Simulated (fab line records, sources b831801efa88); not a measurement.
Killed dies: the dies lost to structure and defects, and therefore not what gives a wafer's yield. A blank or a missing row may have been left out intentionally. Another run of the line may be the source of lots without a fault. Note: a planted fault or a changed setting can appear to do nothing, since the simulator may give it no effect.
fab line records    flow sfqLine
record: lots: 6  wafers: 18  lastDay: 94
route steps=325 shown I1@80 M2@88
lots untouched by any fault: they come from a run of this same line in which no faults occurred
startH: hours from the record's first day to the start of the lot's first wafer shown    waitH: time in hours since the lot's previous step    " same as the row above    L1.1+2: several wafers, shown together as one row    - no value present, or no start provided    * or withheld: withheld    < > ~ a bound
route shown NAME@n: names a module that has steps shown in the file, with the first one's number in the route    usual: average and standard deviation across the fault-free wafers    same: alike in all rows    chamber/n: place in a boat    sites: the reading at each site    _std_site: the values' standard deviation    _edge_site: the outer-site mean with the inner-site mean subtracted    radiusMm: for every site, how far away it sits from the centre of the wafer    mask NAME#n: copy n    behind: tool/chamber where the wafer was last shaped    hold: cause of the lot's hold/its duration in hours/its outcome    device: the transistor (n, p or np) that didn't switch    end of line: tests run on the same wafers once the route is complete    for a step that has no rows: nothing shown but its recipe    killed: dies that structure and defects cost at the first sort, which is not the same as the wafer's yield    map: dies across one wafer; x = killed, . = not, _ = none there
set.NAME: the setting that was run; set.NAME@STEP: the one run at that earlier step    model.NAME: the simulator's own value behind a step, which no gauge read
lots at some steps of the route; a table a step, a row a wafer
services: from which hour (startH, from the record's first day; less than 0 if before it) a tool's chamber was out of use, for how many hours, and why
== steps ==
step: SFQ_TRILAYER_I1_VIA_LITHO_EXPOSE_050
recipe: maskId: I1  na: 0.6  sourceShape: conventional  sigmaOuter: 0.65  targetCdNm: 500  doseMj: 21.3
step: SFQ_TRILAYER_I1_VIA_LITHO_PEB_052
recipe: pebTempC: 115  pebTimeS: 60  resist: KrF
step: SFQ_TRILAYER_I1_VIA_LITHO_DEVELOP_051
recipe: timeS: 60  resist: KrF
step: SFQ_I1_OVL_MEAS_913
usual: I1_OVL: 1/6.1
lot.wafer  tool        chamber  startH  waitH  I1_OVL[nm]
L111.1     overlay-02  -        352.16  0.1    -1
L111.2     "           -        "       "      -5
L111.4     "           -        "       "      -2
L114.1     overlay-01  -        377.36  0.1    2
L114.5     "           -        "       "      3
L114.6     "           -        "       "      7
L116.3     overlay-02  -        401.33  0.1    -9
L116.5     "           -        "       "      -4
L116.6     "           -        "       "      0
L124.3     overlay-02  -        491.02  0.1    -8
L124.4     "           -        "       "      -6
L124.6     "           -        "       "      -1
L128.3     overlay-02  -        527.12  0.1    0
L128.5     "           -        "       "      1
L128.6     "           -        "       "      -8
L129.2     overlay-01  -        539.12  0.1    -10
L129.3     "           -        "       "      -3
L129.4     "           -        "       "      -10
step: SFQ_TRILAYER_I1_VIA_BARC_OPEN_VIA_ETCH_071
recipe: maskMaterial: PR  chemistry: O2  targetDepthNm: 125  target: BARC  sourceW: 500  biasW: 80  pressureMtorr: 30  timeS: 41.7
usual: biasW: 79.99/0.25  drypumpMotorCurrentA: 5.6/0.39  oesProductAu: 0.686/0.0046
lot.wafer  tool        chamber  startH  waitH  biasW  drypumpMotorCurrentA  oesProductAu  rfHoursCounterH
L111.1     rieDiel-02  1        352.19  0.0    80.02  5.5                   0.688         86
L111.2     "           3        "       "      79.51  5.2                   0.689         51
L111.4     "           0        "       "      79.96  5.7                   0.687         10
L114.1     rieDiel-03  2        377.39  0.0    79.96  5.7                   0.685         7
L114.5     "           3        "       "      79.95  5.1                   0.682         -
L114.6     "           2        "       "      79.92  5.7                   0.689         -
L116.3     rieDiel-04  0        401.35  0.0    79.77  5.0                   0.688         76
L116.5     "           0        "       "      79.78  5.0                   0.691         -
L116.6     "           3        "       "      80.06  5.6                   0.694         -
L124.3     rieDiel-02  0        491.05  0.0    79.85  5.7                   0.685         12
L124.4     "           3        "       "      79.23  5.2                   0.683         54
L124.6     "           3        "       "      79.73  5.2                   0.687         -
L128.3     rieDiel-04  1        527.15  0.0    79.90  5.2                   0.679         22
L128.5     "           1        "       "      79.73  5.2                   0.683         -
L128.6     "           0        "       "      80.26  5.0                   0.689         -
L129.2     rieDiel-02  3        539.15  0.0    80.13  5.2                   0.691         55
L129.3     "           2        "       "      80.02  6.3                   0.688         58
L129.4     "           1        "       "      79.66  5.5                   0.688         -
step: SFQ_TRILAYER_I1_VIA_ETCH_VIA_ETCH_052
recipe: target: SiO2  stopOn: Nb  maskMaterial: PR  taperDeg: 20  chemistry: CHF3  targetDepthNm: 260  sourceW: 500  biasW: 80  pressureMtorr: 30  timeS: withheld
usual: biasW: 80.03/0.24  drypumpMotorCurrentA: 5.6/0.39  oesProductAu: 0.854/0.0053
lot.wafer  tool        chamber  startH  waitH  biasW  drypumpMotorCurrentA  oesProductAu
L111.1     rieDiel-02  1        352.23  0.0    79.89  5.5                   0.852
L111.2     "           3        "       "      79.85  5.2                   0.850
L111.4     "           0        "       "      80.06  5.6                   0.848
L114.1     rieDiel-03  2        377.43  0.0    80.07  5.7                   0.850
L114.5     "           3        "       "      80.04  5.1                   0.852
L114.6     "           2        "       "      80.02  5.6                   0.848
L116.3     rieDiel-04  0        401.39  0.0    80.50  5.0                   0.849
L116.5     "           0        "       "      80.28  5.0                   0.855
L116.6     "           3        "       "      80.05  5.6                   0.849
L124.3     rieDiel-02  0        491.09  0.0    80.06  5.6                   0.850
L124.4     "           3        "       "      80.22  5.2                   0.860
L124.6     "           3        "       "      80.04  5.2                   0.850
L128.3     rieDiel-04  1        527.19  0.0    79.95  5.2                   0.864
L128.5     "           1        "       "      80.33  5.2                   0.862
L128.6     "           0        "       "      80.15  5.0                   0.859
L129.2     rieDiel-02  3        539.19  0.0    80.17  5.2                   0.857
L129.3     "           2        "       "      80.37  6.3                   0.865
L129.4     "           1        "       "      79.67  5.5                   0.860
step: SFQ_TRILAYER_I1_VIA_STRIP_STRIP_053
recipe: gas: O2  powerW: 200  platenTempC: 40  overashFraction: 0.65  chemistry: O2  pressureMtorr: 50
usual: drypumpMotorCurrentA: 6.1/0.42  oesProductAu: 1.001/0.0071
lot.wafer  tool         chamber  startH  waitH  drypumpMotorCurrentA  oesProductAu  rfHoursCounterH
L111.1     rieMetal-03  0        352.35  -      5.9                   1.000         15
L111.2     "            1        "       "      5.7                   0.991         54
L111.4     "            0        "       "      5.9                   0.997         -
L114.1     rieMetal-04  0        377.55  -      5.6                   1.000         56
L114.5     "            0        "       "      5.6                   0.996         -
L114.6     "            1        "       "      6.6                   0.990         -
L116.3     rieMetal-04  0        401.90  -      5.6                   1.009         -
L116.5     "            0        "       "      5.6                   1.011         -
L116.6     "            0        "       "      5.6                   1.002         -
L124.3     rieMetal-04  1        491.40  -      6.6                   0.985         -
L124.4     "            0        "       "      5.6                   1.012         -
L124.6     "            1        "       "      6.6                   0.990         -
L128.3     rieMetal-04  1        527.50  -      6.6                   0.996         -
L128.5     "            1        "       "      6.6                   0.978         -
L128.6     "            0        "       "      5.6                   1.009         -
L129.2     rieMetal-01  0        539.30  -      6.6                   1.000         123
L129.3     "            0        "       "      6.6                   1.008         -
L129.4     "            1        "       "      6.2                   1.004         -
step: SFQ_TRILAYER_I1_VIA_STRIP_SOLV_CLEAN_054
recipe: chemistry: NMP  tempC: 70  timeS: 600
step: SFQ_TRILAYER_M2_DEP_PRE_CLEAN_056
recipe: gas: Ar  timeS: 22.5  biasV: 250
step: SFQ_TRILAYER_M2_DEP_SPUTTER_055
recipe: material: Nb  basePressurePa: 1.33e-06  chamberPressurePa: 0.1333  substrateTempC: 20  resputterCathodeVoltageV: 400  targetThkNm: 200  powerW: 2000  timeS: 133.3
usual: resputterCathodeVoltageV: 400/3.9  throttleValvePct: 29.9/0.74
lot.wafer  tool           chamber  startH  waitH  resputterCathodeVoltageV  throttleValvePct
L111.1     pvdSputter-05  -        353.15  0.0    397                       31.9
L111.2     "              -        "       "      402                       30.4
L111.4     "              -        "       "      407                       30.2
L114.1     pvdSputter-05  -        378.35  0.0    396                       31.7
L114.5     "              -        "       "      407                       30.3
L114.6     "              -        "       "      399                       29.5
L116.3     pvdSputter-05  -        402.91  0.0    410                       31.8
L116.5     "              -        "       "      400                       29.9
L116.6     "              -        "       "      399                       29.3
L124.3     pvdSputter-05  -        492.00  0.0    405                       29.8
L124.4     "              -        "       "      406                       29.3
L124.6     "              -        "       "      400                       30.3
L128.3     pvdSputter-03  -        528.10  0.0    396                       29.2
L128.5     "              -        "       "      396                       29.6
L128.6     "              -        "       "      397                       29.6
L129.2     pvdSputter-05  -        540.10  0.0    402                       29.8
L129.3     "              -        "       "      404                       30.3
L129.4     "              -        "       "      400                       31.4
step: SFQ_M2_RS_MEAS_914
recipe: thkMeasGauge: four-point-probe  reads: Nb_of_TRILAYER_M2_DEP_SPUTTER_055
usual: M2_NB_RS: 0.892/0.01
lot.wafer  tool          chamber  startH  waitH  M2_NB_RS[ohm/sq]
L111.1     filmMetro-02  -        353.24  0.0    0.891
L111.2     "             -        "       "      0.885
L111.4     "             -        "       "      0.891
L114.1     filmMetro-03  -        378.44  0.0    0.892
L114.5     "             -        "       "      0.893
L114.6     "             -        "       "      0.903
L116.3     filmMetro-02  -        403.04  0.1    0.887
L116.5     "             -        "       "      0.894
L116.6     "             -        "       "      0.900
L124.3     filmMetro-02  -        492.13  0.1    0.901
L124.4     "             -        "       "      0.898
L124.6     "             -        "       "      0.897
L128.3     filmMetro-04  -        528.23  0.1    0.880
L128.5     "             -        "       "      0.889
L128.6     "             -        "       "      0.902
L129.2     filmMetro-03  -        540.21  0.1    0.883
L129.3     "             -        "       "      0.871
L129.4     "             -        "       "      0.887
step: SFQ_TRILAYER_M2_LITHO_COAT_062
recipe: resist: BARC  spinRpm: 3000  resistThkNm: 62
usual: dispensePressureKPa: 52/3.2
lot.wafer  tool           chamber  startH  waitH  dispensePressureKPa  model.BARC_of_TRILAYER_M2_LITHO_COAT_062.thkNm
L111.1     lithoTrack-02  0        353.42  0.1    50                   62.09
L111.2     "              0        "       "      50                   62.19
L111.4     "              0        "       "      50                   62.06
L114.1     lithoTrack-04  0        378.62  0.1    56                   60.82
L114.5     "              0        "       "      56                   60.75
L114.6     "              0        "       "      56                   60.81
L116.3     lithoTrack-04  0        403.28  0.1    56                   60.97
L116.5     "              0        "       "      56                   60.73
L116.6     "              0        "       "      56                   60.75
L124.3     lithoTrack-04  0        492.37  0.1    56                   62.1
L124.4     "              0        "       "      56                   62.18
L124.6     "              0        "       "      56                   62.11
L128.3     lithoTrack-02  0        528.47  0.1    50                   61.53
L128.5     "              0        "       "      50                   61.85
L128.6     "              0        "       "      50                   61.77
L129.2     lithoTrack-04  0        540.42  0.1    56                   61.85
L129.3     "              0        "       "      56                   61.93
L129.4     "              0        "       "      56                   61.81
step: SFQ_TRILAYER_M2_LITHO_COAT_057
recipe: resist: KrF  spinRpm: 3000  resistThkNm: 600
step: SFQ_TRILAYER_M2_LITHO_SOFTBAKE_061
recipe: tempC: withheld  timeS: withheld  resist: KrF
step: SFQ_TRILAYER_M2_LITHO_EXPOSE_058
recipe: maskId: M2  na: 0.6  sourceShape: conventional  sigmaOuter: 0.65  targetCdNm: 500  doseMj: 14.4
step: SFQ_TRILAYER_M2_LITHO_PEB_060
recipe: pebTempC: 115  pebTimeS: 60  resist: KrF
step: SFQ_TRILAYER_M2_LITHO_DEVELOP_059
recipe: timeS: 60  resist: KrF
step: SFQ_M2_OVL_MEAS_916
usual: M2_OVL: -1/4.9
lot.wafer  tool        chamber  startH  waitH  M2_OVL[nm]
L111.1     overlay-02  -        457.51  0.1    4
L111.2     "           -        "       "      2
L111.4     "           -        "       "      -1
L114.1     overlay-01  -        486.21  0.1    4
L114.5     "           -        "       "      4
L114.6     "           -        "       "      4
L116.3     overlay-02  -        510.22  0.1    -3
L116.5     "           -        "       "      -2
L116.6     "           -        "       "      -1
L124.3     overlay-01  -        600.32  0.1    -3
L124.4     "           -        "       "      -6
L124.6     "           -        "       "      -3
L128.3     overlay-02  -        635.74  0.1    0
L128.5     "           -        "       "      -5
L128.6     "           -        "       "      -6
L129.2     overlay-02  -        644.13  0.1    2
L129.3     "           -        "       "      5
L129.4     "           -        "       "      3
step: SFQ_TRILAYER_M2_BARC_OPEN_METAL_ETCH_077
recipe: maskMaterial: PR  chemistry: O2  targetDepthNm: 125  target: BARC  icpW: 600  biasW: 80  pressureMtorr: 10  timeS: 41.7
usual: biasW: 80.03/0.25  drypumpMotorCurrentA: 5.7/0.49  oesProductAu: 0.685/0.0051
lot.wafer  tool         chamber  startH  waitH  biasW  drypumpMotorCurrentA  oesProductAu  rfHoursCounterH  model.etch.depthNm
L111.1     rieMetal-03  1        457.55  0.0    80.11  5.8                   0.685         72               62.09
L111.2     "            0        "       "      79.67  5.9                   0.693         33               62.19
L111.4     "            0        "       "      80.00  5.9                   0.681         -                62.06
L114.1     rieMetal-02  1        486.25  0.0    80.19  5.2                   0.679         104              60.82
L114.5     "            0        "       "      80.43  4.6                   0.681         -                60.75
L114.6     "            1        "       "      80.52  5.2                   0.682         -                60.81
L116.3     rieMetal-04  0        510.29  0.1    80.23  5.6                   0.682         -                60.97
L116.5     "            0        "       "      80.22  5.6                   0.674         -                60.73
L116.6     "            0        "       "      80.09  5.6                   0.668         -                60.75
L124.3     rieMetal-04  1        600.37  0.0    80.07  6.6                   0.683         -                62.1
L124.4     "            0        "       "      80.12  5.6                   0.683         -                62.18
L124.6     "            0        "       "      80.26  5.6                   0.692         -                62.11
L128.3     rieMetal-04  1        635.78  0.0    79.93  6.6                   0.682         -                61.53
L128.5     "            0        "       "      80.31  5.6                   0.687         -                61.85
L128.6     "            1        "       "      80.03  6.6                   0.683         -                61.77
L129.2     rieMetal-03  1        644.16  0.0    79.64  5.7                   0.687         103              61.85
L129.3     "            0        "       "      79.94  5.9                   0.694         -                61.93
L129.4     "            1        "       "      79.76  5.7                   0.688         -                61.81
step: SFQ_TRILAYER_M2_ETCH_METAL_ETCH_060
recipe: target: Nb  stopOn: SiO2  maskMaterial: PR  chemistry: Cl2/Ar  targetDepthNm: 240  icpW: 600  biasW: 80  pressureMtorr: 10  timeS: 120
usual: biasW: 80.00/0.26  drypumpMotorCurrentA: 5.7/0.5  oesProductAu: 0.894/0.0067
lot.wafer  tool         chamber  startH  waitH  biasW  drypumpMotorCurrentA  oesProductAu  rfHoursCounterH
L111.1     rieMetal-03  1        457.61  0.0    80.13  5.7                   0.890         72
L111.2     "            0        "       "      79.98  5.9                   0.899         33
L111.4     "            0        "       "      80.04  5.9                   0.896         -
L114.1     rieMetal-02  1        486.31  0.0    80.51  5.2                   0.903         104
L114.5     "            0        "       "      79.75  4.6                   0.895         -
L114.6     "            1        "       "      80.31  5.2                   0.891         -
L116.3     rieMetal-04  0        510.45  0.1    80.43  5.6                   0.894         -
L116.5     "            0        "       "      80.34  5.6                   0.889         -
L116.6     "            0        "       "      80.27  5.6                   0.892         -
L124.3     rieMetal-04  1        600.45  0.1    80.06  6.6                   0.889         -
L124.4     "            0        "       "      79.78  5.6                   0.892         -
L124.6     "            0        "       "      79.89  5.6                   0.901         -
L128.3     rieMetal-04  1        635.86  0.1    80.11  6.5                   0.894         -
L128.5     "            0        "       "      80.06  5.6                   0.896         -
L128.6     "            1        "       "      80.33  6.5                   0.888         -
L129.2     rieMetal-03  1        644.22  0.0    79.51  5.7                   0.906         103
L129.3     "            0        "       "      80.18  5.9                   0.913         -
L129.4     "            1        "       "      80.20  5.7                   0.899         -
== services ==
tool         chamber  startH  hours  kind
rieDiel-02   -        330.43  0.3    repair
rieDiel-02   0        333.78  4.0    repair
rieDiel-04   2        346.53  7.4    repair
rieMetal-04  -        354.14  0.6    repair
rieMetal-02  1        386.16  1.8    repair
rieDiel-03   0        405.38  1.8    repair
rieMetal-04  1        412.99  4.2    repair
rieDiel-04   2        435.85  7.3    repair
rieDiel-02   1        462.76  11.7   repair
rieMetal-04  1        496.25  18.4   repair
rieDiel-04   1        500.09  4.6    repair
rieDiel-04   0        502.93  15.7   repair
rieMetal-03  -        507.09  1.4    pm
rieDiel-03   0        507.25  13.9   repair
rieDiel-04   3        512.85  2.9    repair
rieDiel-02   0        532.10  7.1    repair
rieMetal-04  -        532.80  2.8    pm
rieMetal-04  -        553.75  1.4    pm
rieMetal-03  -        561.09  14.6   pm
rieDiel-02   1        578.79  7.2    repair
rieDiel-02   2        579.15  2.9    repair
rieDiel-02   3        587.19  17.6   repair
rieMetal-04  1        587.62  3.4    repair
rieDiel-04   0        610.47  5.3    repair
== key ==
firstSign none at tools or gauges
modelEffect: step: SFQ_TRILAYER_M2_LITHO_COAT_062  value: BARC_of_TRILAYER_M2_LITHO_COAT_062.thkNm  without: 61.93  struck: 60.8
modelEffect: step: SFQ_TRILAYER_M2_BARC_OPEN_METAL_ETCH_077  value: etch.depthNm  without: 61.93  struck: 60.8
metAt SFQ_TRILAYER_M2_LITHO_COAT_062
struckWafers L114.1,L114.5,L114.6,L116.3,L116.5,L116.6
fault: kind: processParameterDrift  tool: lithoTrack-04  chamber: -  onsetH: 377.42  steps: SFQ_TRILAYER_M2_LITHO_COAT_062  channel: resistThkNm  offset: -1.1243  shape: step  endH: 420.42  actsIn: theseRecipesOnly  stated: 62
